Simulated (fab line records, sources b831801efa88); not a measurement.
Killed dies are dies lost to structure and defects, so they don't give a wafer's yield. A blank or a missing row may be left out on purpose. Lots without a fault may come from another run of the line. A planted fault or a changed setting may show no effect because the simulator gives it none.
Which tool did it? | flow sfq_line | 15 lots, 45 wafers sampled, at 1 step of a route of 325

WHAT THE GAUGES READ, wafer by wafer
The record holds no reading of a measuring or inspecting step that can be judged against a usual standard deviation.

WHICH TOOL RAN EACH LOT (tool, then ch and the chambers of the sampled wafers, then the start)
lot  | SFQ_TRILAYER_I1_VIA_LITHO_DEVELOP_051
L259 | litho_track-02 ch 0, day 17 18:37
L260 | litho_track-02 ch 0, day 17 19:49
L261 | litho_track-01 ch 0, day 18 02:59
L263 | litho_track-02 ch 0, day 18 16:16
L264 | litho_track-01 ch 0, day 19 02:37
L265 | litho_track-01 ch 0, day 19 10:56
L266 | litho_track-03 ch 0, day 19 18:10
L267 | litho_track-02 ch 0, day 19 20:34
L268 | litho_track-01 ch 0, day 20 12:10
L272 | litho_track-01 ch 0, day 22 00:39
L274 | litho_track-03 ch 0, day 23 15:27
L277 | litho_track-01, day 24 14:15
L278 | litho_track-01, day 25 04:16
L279 | litho_track-02, day 25 06:38
L282 | litho_track-01 ch 0, day 26 15:49
- SFQ_TRILAYER_I1_VIA_LITHO_DEVELOP_051: time 60 s.

WHAT THE TOOLS THEMSELVES READ (means of the sampled wafers that have a number; where no wafer has one, the mark that the record gives instead)
SFQ_TRILAYER_I1_VIA_LITHO_DEVELOP_051.
lot  | tool           | chill_plate_temp_C (C) | exhaust_pa (Pa)
L259 | litho_track-02 | 23.13                  | 43.8
L260 | litho_track-02 | 22.97                  | 45.3
L261 | litho_track-01 | 22.99                  | 45.4
L263 | litho_track-02 | 22.94                  | 45.5
L264 | litho_track-01 | 23.12                  | 45.9
L265 | litho_track-01 | 23.08                  | 45.8
L266 | litho_track-03 | 23.01                  | 45.9
L267 | litho_track-02 | 22.96                  | 45.5
L268 | litho_track-01 | 23.06                  | 44.4
L272 | litho_track-01 | 23.00                  | 45.3
L274 | litho_track-03 | 23.20                  | 44.9
L277 | litho_track-01 | -                      | -
L278 | litho_track-01 | -                      | -
L279 | litho_track-02 | -                      | -
L282 | litho_track-01 | 23.01                  | 46.9

THE ANSWER, worked out from the rows above alone
Rule: what is usual is taken from the lots themselves. Put in order of their means at a reading, lots are off if they are a third of the lots or fewer, leave a main group of 4 or more, and stand apart from it by a gap of 3 or more times the standard deviation of the main group's means; of several such gaps the widest counts. A main group whose means are all the same, to the digits that the tables above print for the reading, isn't used. A lot without any number at a reading at which 4 lots or more have one is off too. The other lots that the step has rows for count as sound. The gauges are gone through in route order, then the tools' own readings, and for those a lot's mean is taken as printed above. The first step at which some lot is off is used, and at that step the reading that is off furthest; a lot without a number counts as furthest.
Off: L277, L278, L279, at SFQ_TRILAYER_I1_VIA_LITHO_DEVELOP_051 (chill_plate_temp_C). Without a number there: L277, L278, L279. The main group: mean 23.04 C, standard deviation 0.076.
A tool fits if, at that step or a process step before it, it ran every lot that is off, and no sound lot after the first of them. None of those tried fits.

WHAT THE SIMULATOR HAD PUT IN
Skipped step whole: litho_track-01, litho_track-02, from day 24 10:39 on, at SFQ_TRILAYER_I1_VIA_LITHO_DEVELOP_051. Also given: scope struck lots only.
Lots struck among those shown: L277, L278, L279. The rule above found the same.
